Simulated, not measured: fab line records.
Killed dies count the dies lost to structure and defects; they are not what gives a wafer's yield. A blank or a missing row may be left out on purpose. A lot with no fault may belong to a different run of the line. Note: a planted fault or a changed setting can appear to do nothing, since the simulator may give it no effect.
Comparing a struck lot with a sound one | flow sky130 | 43 out of 708 route steps
Sound: the wafers L353.2, L353.4, L353.6. Struck: wafer L360.1. (L360.2, L360.3 of the same lot were not struck and are left out.) The cause comes at the end.
Each step with rows lists, per side, the tool, then ch with its chambers, then its first start. Under that, the readings that differ: sound wafers | struck wafers | difference of the means | sigmas: that difference in standard deviations of wafers without a fault.
alike: a reading whose means differ by less than 2 such deviations, as well as words and numbers matching on both sides. not compared: withheld readings; readings where some wafer has no value; bounds like >300 that might hide an equal value; numbers whose values overlap and for which the record gives no deviation.
Wherever a step has rows on one side only, a row that says differs or no value, or a row with sigmas, the two part there. Numbers that have no deviation but don't overlap get no sigmas and don't part them. A reading missing from all wafers of one side parts the sides only when that side holds two or more wafers.

first, 3 steps without rows for these wafers: SKY_SONOS_ONO_WET_ETCH_18 (etches Si3N4 in H3PO4, target depth 15 nm, time 172 s); SKY_GATE_OXIDE_CLEAN_00 (cleans in SC1/SC2, time 150 s); SKY_GATE_OXIDE_OXIDATION_01 (stabilise 600 s, purge 300 s, target thk 10.268 nm).
SKY_GATE_OXIDE_THK_MEAS_02:
  sound on film_metro-03 at day 15 01:36; struck on film_metro-03 at day 17 02:47
  alike: GATE_OXIDE_OXIDATION_00_THK
then, 7 steps without rows for these wafers: SKY_GATE_OXIDE_DEHYDRATE_03 (time 60 s); SKY_GATE_OXIDE_HMDS_04 (prime time 60 s); SKY_GATE_OXIDE_COAT_05 (resist thk 1140 nm); SKY_GATE_OXIDE_SOFTBAKE_06 (time 60 s); SKY_GATE_OXIDE_EXPOSE_07 (exposes mask LVOM, target cd 600 nm); SKY_GATE_OXIDE_PEB_08; SKY_GATE_OXIDE_DEVELOP_09 (develop time 60 s).
SKY_GATE_OXIDE_OVL_MEAS_10:
  sound on overlay-01 at day 16 03:32; struck on overlay-01 at day 18 08:26
  alike: GATE_OXIDE_OVL
SKY_GATE_OXIDE_IMPLANT_11:
  sound on implanter-04 ch 0, day 16 03:35; struck on implanter-04 ch 0, day 18 08:28
  alike: dose_ions_cm2
then, 1 step without rows for these wafers: SKY_GATE_OXIDE_WET_ETCH_12 (etches SiO2 in dHF, target depth 16.8 nm, time 336 s).
SKY_GATE_OXIDE_STRIP_13: strips in O2/N2.
  sound on plasma_asher-03 ch 1, day 16 03:49; struck on plasma_asher-02 ch 0, day 18 08:43
  alike: chamber_pressure_mTorr, drypump_motor_current_A, oes_product_au, strip_time_to_endpoint_s
  not compared: rf_hours_counter_h
SKY_GATE_OXIDE_TW_MEAS_14:
  sound on film_metro-03 at day 16 03:55; struck on film_metro-02 at day 18 08:49
  reading       | sound             | struck | difference | sigmas
  GATE_OXIDE_TW | 226.1 225.8 226.9 | 222.1  | -4.2       | -2
then, 3 steps without rows for these wafers: SKY_GATE_OXIDE_CLEAN_15 (cleans in SC1/SC2, time 150 s); SKY_GATE_OXIDE_OXIDATION_16 (stabilise 600 s, purge 300 s, target thk 3.57 nm); SKY_POLY_GATE_CVD_00 (deposits poly-Si, target thk 180 nm, time 720 s).
SKY_POLY_GATE_THK_MEAS_01:
  sound on film_metro-02 at day 16 09:01; struck on film_metro-01 at day 18 13:31
  alike: POLY_GATE_CVD_00_THK
then, 8 steps without rows for these wafers: SKY_RES_PROTECT_DEHYDRATE_00 (time 60 s); SKY_RES_PROTECT_HMDS_01 (prime time 60 s); SKY_RES_PROTECT_COAT_02 (resist thk 1140 nm); SKY_RES_PROTECT_SOFTBAKE_03 (time 60 s); SKY_RES_PROTECT_EXPOSE_04 (exposes mask RPM, target cd 1270 nm); SKY_RES_PROTECT_PEB_05; SKY_RES_PROTECT_DEVELOP_06 (develop time 60 s); SKY_POLY_GATE_IMPLANT_02.
SKY_RES_PROTECT_STRIP_07: strips in O2/N2.
  sound on plasma_asher-04 ch 0,1, day 17 13:54; struck on plasma_asher-02 ch 1, day 19 18:25
  reading               | sound             | struck | difference | sigmas
  oes_product_au (a.u.) | 0.519 0.505 0.520 | 0.525  | +0.010     | +2
  alike: chamber_pressure_mTorr, drypump_motor_current_A, strip_time_to_endpoint_s
  not compared: rf_hours_counter_h
SKY_RES_PROTECT_TW_MEAS_08:
  sound on film_metro-01 at day 17 14:01; struck on film_metro-02 at day 19 18:31
  alike: POLY_GATE_TW
then, 2 steps without rows for these wafers: SKY_RES_PROTECT_CLEAN_09 (cleans in SC1/SC2, time 150 s); SKY_POLY_GATE_CVD_03 (deposits Si3N4 from DCS/NH3, target thk 75 nm, time 1290 s).
SKY_POLY_GATE_THK_MEAS_04:
  sound on film_metro-01 at day 17 15:53; struck on film_metro-03 at day 19 19:59
  alike: POLY_GATE_CVD_03_THK
then, 8 steps without rows for these wafers: SKY_POLY_GATE_DEHYDRATE_05 (time 60 s); SKY_POLY_GATE_HMDS_06 (prime time 60 s); SKY_POLY_GATE_COAT_07 (resist thk 110 nm); SKY_POLY_GATE_COAT_08 (resist thk 450 nm); SKY_POLY_GATE_SOFTBAKE_09 (time 90 s); SKY_POLY_GATE_EXPOSE_10 (exposes mask P1M, target cd 150 nm); SKY_POLY_GATE_PEB_11; SKY_POLY_GATE_DEVELOP_12 (develop time 60 s).
SKY_POLY_GATE_CD_MEAS_13 targets a cd of 150 nm.
  sound on cd_sem-01 at day 18 22:17; struck on cd_sem-01 at day 21 03:00
  alike: cd_nm
-- a jump in the record: the struck wafers' starts before and after are 28 days apart (it breaks off in module POLY_GATE and resumes in module PAD_OPEN, where the first step shown is number 708 of the route) --
SKY_PAD_OPEN_PROBE_99:
  sound on prober-02 at day 47 18:33; struck on prober-01 at day 49 01:19
  reading                                 | sound                     | struck  | difference | sigmas
  model.etest.nfet_01v8.drive_ua_um_range | 10.85 6.743 9.135         | 23.22   | +14.31     |
  model.etest.pfet_01v8_lvt.vt_v_range    | 0.01689 0.01667 0.01251   | 0.1331  | +0.1177    |
  model.etest.pfet_01v8.vt_v_range        | 0.01749 0.02336 0.01303   | 0.04889 | +0.03093   |
  model.etest.nfet_01v8.vt_v_range        | 0.01502 0.007686 0.008199 | 0.01876 | +0.00846   |
  alike: killed_at_M0_to_M3, killed_at_M4_up, killed_at_contacts, killed_at_front_end, killed_at_other, killed_dies, killed_open, killed_short

## WHERE THEY PART
At SKY_GATE_OXIDE_TW_MEAS_14 first; at SKY_RES_PROTECT_STRIP_07 last (within this record only). Later steps at which nothing parts them and some readings are alike: SKY_RES_PROTECT_TW_MEAS_08, SKY_POLY_GATE_THK_MEAS_04, SKY_POLY_GATE_CD_MEAS_13, SKY_PAD_OPEN_PROBE_99.

WHY: the cause the simulator had injected
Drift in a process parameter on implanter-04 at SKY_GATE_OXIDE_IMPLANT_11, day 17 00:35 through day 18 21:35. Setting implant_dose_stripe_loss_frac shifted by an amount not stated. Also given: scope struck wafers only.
